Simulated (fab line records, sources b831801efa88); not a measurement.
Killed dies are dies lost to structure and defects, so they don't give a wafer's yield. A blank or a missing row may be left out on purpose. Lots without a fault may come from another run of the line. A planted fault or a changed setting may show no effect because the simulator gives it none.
A struck lot beside a sound one | flow sky130 | 15 steps out of a route of 708
Sound: wafers L624.2, L624.4, L624.6. Struck: wafers L622.2, L622.3, L622.6. The cause comes at the end.
At each step with rows: each side's tool, then ch and its chambers, then its first start. Under that, the readings that differ: sound wafers | struck wafers | difference of the means | sigmas: that difference in standard deviations of wafers without a fault.
alike: readings whose means differ by less than 2 such deviations, and words and numbers that are the same on both sides. not compared: withheld readings, readings that some wafer has no value for, bounds like >300 that may hide the same value, and numbers for which the record gives no deviation and whose values overlap.
The two part at a step that has a row with sigmas, a row that says differs or no value, or rows on one side only. Numbers that don't overlap but have no deviation are shown without sigmas and don't part them. A reading that every wafer of one side lacks parts them only if that side has two wafers or more.

first, 4 steps without rows for these wafers: SKY_LDD_HVP_SOFTBAKE_03 (time 60 s); SKY_LDD_HVP_EXPOSE_04 (exposes mask HVPTM, target cd 700 nm); SKY_LDD_HVP_PEB_05; SKY_LDD_HVP_DEVELOP_06 (develop time 58.02 s).
SKY_LDD_HVP_OVL_MEAS_07:
  sound on overlay-02, day 27 08:31; struck on overlay-02, day 26 16:17
  alike: LDD_HVP_OVL
then, 1 step without rows for these wafers: SKY_LDD_HVP_IMPLANT_08.
SKY_LDD_HVP_STRIP_09: strips in O2/N2.
  sound on plasma_asher-04 ch 0,1, day 27 08:42; struck on plasma_asher-02 ch 0,1, day 26 16:28
  alike: drypump_motor_current_A, oes_product_au, strip_time_to_endpoint_s
  not compared: rf_hours_counter_h
SKY_LDD_HVP_TW_MEAS_10:
  sound on film_metro-02, day 27 08:49; struck on film_metro-02, day 26 16:35
  alike: LDD_HVP_TW
then, 4 steps without rows for these wafers: SKY_LDD_LDN_DEHYDRATE_00 (time 60 s); SKY_LDD_LDN_HMDS_01 (prime time 60 s); SKY_LDD_LDN_COAT_02 (resist thk 1140 nm); SKY_LDD_LDN_SOFTBAKE_03 (time 60 s).
SKY_LDD_LDN_EXPOSE_04: exposes mask LDNTM, target cd 700 nm.
  sound on iline_stepper-02 ch 0, day 27 21:59; struck on iline_stepper-01 ch 0, day 27 07:03
  reading              | sound                | struck               | difference | sigmas
  exposure_dose_mJ_cm2 | 140.22 140.07 139.90 | 131.68 131.80 131.72 | -8.33      | -64
  alike: mask
then, 1 step without rows for these wafers: SKY_LDD_LDN_PEB_05.
SKY_PAD_OPEN_PROBE_99:
  the record has rows for the sound wafers here (prober-02, day 49 19:08) and none for the struck ones

WHERE THEY PART
First at SKY_LDD_LDN_EXPOSE_04; last, within this record, at SKY_PAD_OPEN_PROBE_99.

WHY: what the simulator had put in
Process parameter drift: iline_stepper-01, from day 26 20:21 on, at SKY_LDD_LDN_EXPOSE_04. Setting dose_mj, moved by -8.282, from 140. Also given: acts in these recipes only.
